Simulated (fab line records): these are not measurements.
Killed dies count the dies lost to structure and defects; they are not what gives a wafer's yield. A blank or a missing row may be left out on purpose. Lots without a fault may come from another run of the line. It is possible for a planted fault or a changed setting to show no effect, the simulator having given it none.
What tool caused it? || flow gf180mcu || 39 wafers from 13 lots sampled at 6 of the route's 602 steps

## WHAT THE GAUGES READ, wafer by wafer
GF_HV_LDD_TW_MEAS_38.
{"lot": "L114", "measured": "day 12 00:06", "on": "film metro-01", "HV_LDD_3_TW": "1436 1431 1436"}
{"lot": "L115", "measured": "day 12 04:29", "on": "film metro-02", "HV_LDD_3_TW": "1460 1462 1450"}
{"lot": "L116", "measured": "day 12 10:16", "on": "film metro-01", "HV_LDD_3_TW": "1429 1432 1441"}
{"lot": "L119", "measured": "day 13 14:18", "on": "film metro-02", "HV_LDD_3_TW": "1448 1449 1441"}
{"lot": "L121", "measured": "day 14 05:58", "on": "film metro-01", "HV_LDD_3_TW": "1439 1435 1446"}
{"lot": "L122", "measured": "day 14 12:44", "on": "film metro-03", "HV_LDD_3_TW": "1455 1458 1453"}
{"lot": "L123", "measured": "day 14 20:44", "on": "film metro-01", "HV_LDD_3_TW": "1435 1436 1436"}
{"lot": "L124", "measured": "day 15 02:12", "on": "film metro-02", "HV_LDD_3_TW": "1357 1358 1352 1352 1355 1352"}
{"lot": "L125", "measured": "day 15 11:52", "on": "film metro-03", "HV_LDD_3_TW": "1352 1351 1342 1356 1354 1344"}
{"lot": "L131", "measured": "day 17 08:52", "on": "film metro-01", "HV_LDD_3_TW": "1451 1447 1449"}
{"lot": "L134", "measured": "day 18 12:43", "on": "film metro-03", "HV_LDD_3_TW": "1456 1465 1447"}
{"lot": "L135", "measured": "day 18 18:17", "on": "film metro-01", "HV_LDD_3_TW": "1441 1440 1430"}
{"lot": "L136", "measured": "day 19 05:28", "on": "film metro-02", "HV_LDD_3_TW": "1446 1446 1453"}

GF_HV_LDD_RS_MEAS_53: the measuring method here is four-point-probe.
{"lot": "L114", "measured": "day 12 20:01", "on": "film metro-03", "HV_LDD_RS (ohm/sq)": "418.1 419.6 418.0"}
{"lot": "L115", "measured": "day 13 00:06", "on": "film metro-03", "HV_LDD_RS (ohm/sq)": "419.5 420.1 418.7"}
{"lot": "L116", "measured": "day 13 06:28", "on": "film metro-02", "HV_LDD_RS (ohm/sq)": "418.4 419.4 417.8"}
{"lot": "L119", "measured": "day 14 10:39", "on": "film metro-03", "HV_LDD_RS (ohm/sq)": "420.0 419.1 419.9"}
{"lot": "L121", "measured": "day 15 03:19", "on": "film metro-03", "HV_LDD_RS (ohm/sq)": "417.5 418.8 418.7"}
{"lot": "L122", "measured": "day 15 09:57", "on": "film metro-02", "HV_LDD_RS (ohm/sq)": "417.2 417.9 417.4"}
{"lot": "L123", "measured": "day 15 18:53", "on": "film metro-01", "HV_LDD_RS (ohm/sq)": "417.1 417.5 418.0"}
{"lot": "L124", "measured": "day 16 00:40", "on": "film metro-01", "HV_LDD_RS (ohm/sq)": "434.2 434.1 433.0 434.2 435.1 433.5"}
{"lot": "L125", "measured": "day 16 09:57", "on": "film metro-03", "HV_LDD_RS (ohm/sq)": "436.3 435.8 436.0 436.6 436.1 435.9"}
{"lot": "L131", "measured": "day 18 09:16", "on": "film metro-03", "HV_LDD_RS (ohm/sq)": "418.3 418.7 418.4"}
{"lot": "L134", "measured": "day 19 13:27", "on": "film metro-03", "HV_LDD_RS (ohm/sq)": "418.7 418.4 419.3"}
{"lot": "L135", "measured": "day 19 18:52", "on": "film metro-01", "HV_LDD_RS (ohm/sq)": "418.1 418.1 416.9"}
{"lot": "L136", "measured": "day 20 06:37", "on": "film metro-03", "HV_LDD_RS (ohm/sq)": "420.3 420.4 420.7"}

GF_SALICIDE_RS_MEAS_04: the measuring method here is four-point-probe.
{"lot": "L114", "measured": "day 15 14:00", "on": "film metro-04", "SALICIDE_TIN_RS (ohm/sq)": "16.22 16.53 16.71"}
{"lot": "L115", "measured": "day 15 18:35", "on": "film metro-01", "SALICIDE_TIN_RS (ohm/sq)": "15.98 15.85 16.17"}
{"lot": "L116", "measured": "day 16 02:17", "on": "film metro-01", "SALICIDE_TIN_RS (ohm/sq)": "15.83 15.84 16.09"}
{"lot": "L119", "measured": "day 17 09:28", "on": "film metro-01", "SALICIDE_TIN_RS (ohm/sq)": "16.08 16.03 16.45"}
{"lot": "L121", "measured": "day 18 05:09", "on": "film metro-04", "SALICIDE_TIN_RS (ohm/sq)": "16.20 15.88 16.56"}
{"lot": "L122", "measured": "day 18 10:53", "on": "film metro-04", "SALICIDE_TIN_RS (ohm/sq)": "15.93 15.84 16.01"}
{"lot": "L123", "measured": "day 18 21:25", "on": "film metro-04", "SALICIDE_TIN_RS (ohm/sq)": "16.05 16.66 16.54"}
{"lot": "L124", "measured": "day 19 04:22", "on": "film metro-04", "SALICIDE_TIN_RS (ohm/sq)": "15.99 15.99 15.89"}
{"lot": "L125", "measured": "day 19 12:23", "on": "film metro-01", "SALICIDE_TIN_RS (ohm/sq)": "16.13 16.42 16.23"}
{"lot": "L131", "measured": "day 21 13:04", "on": "film metro-03", "SALICIDE_TIN_RS (ohm/sq)": "16.06 16.62 16.13"}
{"lot": "L134", "measured": "day 22 17:02", "on": "film metro-01", "SALICIDE_TIN_RS (ohm/sq)": "16.52 16.32 16.47"}
{"lot": "L135", "measured": "day 22 23:01", "on": "film metro-03", "SALICIDE_TIN_RS (ohm/sq)": "16.70 16.50 16.89"}
{"lot": "L136", "measured": "day 23 09:08", "on": "film metro-01", "SALICIDE_TIN_RS (ohm/sq)": "16.51 16.46 16.66"}

GF_V1_CD_MEAS_14: the cd target is 260 nm.
{"lot": "L114", "measured": "day 18 14:50", "on": "cd sem-01", "cd nm (nm)": "261.7 261.5 260.3"}
{"lot": "L115", "measured": "day 18 19:05", "on": "cd sem-01", "cd nm (nm)": "261.7 261.1 260.8"}
{"lot": "L116", "measured": "day 19 06:25", "on": "cd sem-01", "cd nm (nm)": "262.1 260.7 262.3"}
{"lot": "L119", "measured": "day 20 14:11", "on": "cd sem-01", "cd nm (nm)": "259.0 259.4 259.7"}
{"lot": "L121", "measured": "day 21 10:20", "on": "cd sem-02", "cd nm (nm)": "260.0 259.7 260.3"}
{"lot": "L122", "measured": "day 21 13:33", "on": "cd sem-02", "cd nm (nm)": "262.0 260.8 260.8"}
{"lot": "L123", "measured": "day 22 01:52", "on": "cd sem-01", "cd nm (nm)": "260.6 261.1 261.1"}
{"lot": "L124", "measured": "day 22 08:20", "on": "cd sem-02", "cd nm (nm)": "260.2 262.0 261.2"}
{"lot": "L125", "measured": "day 22 13:59", "on": "cd sem-01", "cd nm (nm)": "260.9 260.3 260.1"}
{"lot": "L131", "measured": "day 24 13:04", "on": "cd sem-02", "cd nm (nm)": "260.3 258.8 258.8"}
{"lot": "L134", "measured": "day 25 14:59", "on": "cd sem-01", "cd nm (nm)": "258.2 257.2 259.6"}
{"lot": "L135", "measured": "day 25 20:53", "on": "cd sem-02", "cd nm (nm)": "259.8 260.2 261.1"}
{"lot": "L136", "measured": "day 26 05:35", "on": "cd sem-01", "cd nm (nm)": "259.2 259.6 258.7"}

GF_V1_OVL_MEAS_15.
{"lot": "L114", "measured": "day 18 14:58", "on": "overlay-01", "V1_OVL (nm)": "-15 -8 -5"}
{"lot": "L115", "measured": "day 18 19:13", "on": "overlay-02", "V1_OVL (nm)": "-14 -7 -3"}
{"lot": "L116", "measured": "day 19 06:29", "on": "overlay-01", "V1_OVL (nm)": "-7 -10 -12"}
{"lot": "L119", "measured": "day 20 14:16", "on": "overlay-02", "V1_OVL (nm)": "-2 0 0"}
{"lot": "L121", "measured": "day 21 10:25", "on": "overlay-02", "V1_OVL (nm)": "4 2 -2"}
{"lot": "L122", "measured": "day 21 13:40", "on": "overlay-01", "V1_OVL (nm)": "-6 -2 -1"}
{"lot": "L123", "measured": "day 22 01:59", "on": "overlay-02", "V1_OVL (nm)": "1 -3 5"}
{"lot": "L124", "measured": "day 22 08:28", "on": "overlay-01", "V1_OVL (nm)": "-4 2 1"}
{"lot": "L125", "measured": "day 22 14:05", "on": "overlay-02", "V1_OVL (nm)": "-6 -2 -2"}
{"lot": "L131", "measured": "day 24 13:10", "on": "overlay-01", "V1_OVL (nm)": "-6 2 -1"}
{"lot": "L134", "measured": "day 25 15:07", "on": "overlay-02", "V1_OVL (nm)": "4 2 1"}
{"lot": "L135", "measured": "day 25 21:01", "on": "overlay-01", "V1_OVL (nm)": "12 10 1"}
{"lot": "L136", "measured": "day 26 05:43", "on": "overlay-02", "V1_OVL (nm)": "-2 -7 -2"}

## WHAT TOOL EACH LOT RAN ON (gives the tool, then ch and the chambers of the sampled wafers, and finally the start)
{"lot": "L114", "GF_HV_LDD_IMPLANT_34": "implanter-04 ch 0, day 11 23:33"}
{"lot": "L115", "GF_HV_LDD_IMPLANT_34": "implanter-02 ch 0, day 12 03:56"}
{"lot": "L116", "GF_HV_LDD_IMPLANT_34": "implanter-02 ch 0, day 12 09:45"}
{"lot": "L119", "GF_HV_LDD_IMPLANT_34": "implanter-02 ch 0, day 13 13:47"}
{"lot": "L121", "GF_HV_LDD_IMPLANT_34": "implanter-04 ch 0, day 14 05:27"}
{"lot": "L122", "GF_HV_LDD_IMPLANT_34": "implanter-04 ch 0, day 14 12:11"}
{"lot": "L123", "GF_HV_LDD_IMPLANT_34": "implanter-02 ch 0, day 14 20:11"}
{"lot": "L124", "GF_HV_LDD_IMPLANT_34": "implanter-04 ch 0, day 15 01:38"}
{"lot": "L125", "GF_HV_LDD_IMPLANT_34": "implanter-04 ch 0, day 15 11:21"}
{"lot": "L131", "GF_HV_LDD_IMPLANT_34": "implanter-03 ch 0, day 17 08:19"}
{"lot": "L134", "GF_HV_LDD_IMPLANT_34": "implanter-03 ch 0, day 18 12:10"}
{"lot": "L135", "GF_HV_LDD_IMPLANT_34": "implanter-03 ch 0, day 18 17:44"}
{"lot": "L136", "GF_HV_LDD_IMPLANT_34": "implanter-02 ch 0, day 19 04:54"}
- GF_HV_LDD_IMPLANT_34

## WHAT THE TOOLS THEMSELVES READ (means of the sampled wafers that have a number; where no wafer has one, the mark that the record gives instead)
GF_HV_LDD_IMPLANT_34.
{"lot": "L114", "tool": "implanter-04", "dose ions cm2": 7.5e+12, "faraday current uA": 41.9}
{"lot": "L115", "tool": "implanter-02", "dose ions cm2": 7.5e+12, "faraday current uA": 41.8}
{"lot": "L116", "tool": "implanter-02", "dose ions cm2": 7.5e+12, "faraday current uA": 42.4}
{"lot": "L119", "tool": "implanter-02", "dose ions cm2": 7.5e+12, "faraday current uA": 42.1}
{"lot": "L121", "tool": "implanter-04", "dose ions cm2": 7.5e+12, "faraday current uA": 43.1}
{"lot": "L122", "tool": "implanter-04", "dose ions cm2": 7.5e+12, "faraday current uA": 42.5}
{"lot": "L123", "tool": "implanter-02", "dose ions cm2": 7.5e+12, "faraday current uA": 41.7}
{"lot": "L124", "tool": "implanter-04", "dose ions cm2": 1.4e+12, "faraday current uA": 8.0}
{"lot": "L125", "tool": "implanter-04", "dose ions cm2": 1.4e+12, "faraday current uA": 7.9}
{"lot": "L131", "tool": "implanter-03", "dose ions cm2": 7.5e+12, "faraday current uA": 41.6}
{"lot": "L134", "tool": "implanter-03", "dose ions cm2": 7.5e+12, "faraday current uA": 42.3}
{"lot": "L135", "tool": "implanter-03", "dose ions cm2": 7.5e+12, "faraday current uA": 42.7}
{"lot": "L136", "tool": "implanter-02", "dose ions cm2": 7.5e+12, "faraday current uA": 41.7}

## THE ANSWER, worked out from the rows above alone
Rule: the usual values come from the lots themselves. The widest of any qualifying gaps counts: lots, ordered by their means at a reading, are off when they make up no more than a third of the lots, leave a main group of 4 or more, and stand apart from it by 3 or more times the standard deviation of that group's means. A main group is skipped when, at the precision printed for the reading in the tables above, its means are all equal. Also off: a lot with no number at a reading for which 4 or more lots have one. All remaining lots with rows at the step are treated as sound. After the gauges, taken in route order, come the tools' own readings; for these a lot's mean is taken, as printed above. At the first step where some lot is off, the reading lying furthest off is the one used; lots without a number count as furthest.
Off: L124, L125, at GF_HV_LDD_TW_MEAS_38 (HV_LDD_3_TW). The main group: mean 1445, standard deviation 8.6.
A tool fits if, at a process step before that reading, it ran every lot that is off, and no sound lot after the first of them. The gauges at GF_HV_LDD_TW_MEAS_38 aren't tried: what is off there is off at GF_HV_LDD_IMPLANT_34 too, on other tools, and a gauge's error can't cause that. One candidate fits, namely implanter-04 at GF_HV_LDD_IMPLANT_34. Its last sound lot is L122 (day 14 12:11), its first lot that is off L124 (day 15 01:38): a fault that began between those two fits.
The tool's own readings at GF_HV_LDD_IMPLANT_34 bear it out: on the lots that are off they differ by more than 5 times the standard deviation of the sound lots' means. dose ions cm2 reads 1.4e+12 there against 7.5e+12 on the sound lots; faraday current uA reads 8.0 there against 42.2 on the sound lots.

## WHAT THE SIMULATOR HAD INSERTED
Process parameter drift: implanter-04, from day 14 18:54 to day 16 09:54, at GF_HV_LDD_IMPLANT_34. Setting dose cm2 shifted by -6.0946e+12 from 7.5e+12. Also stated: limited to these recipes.
Shown lots that were struck: L124, L125. Same finding as the rule above.
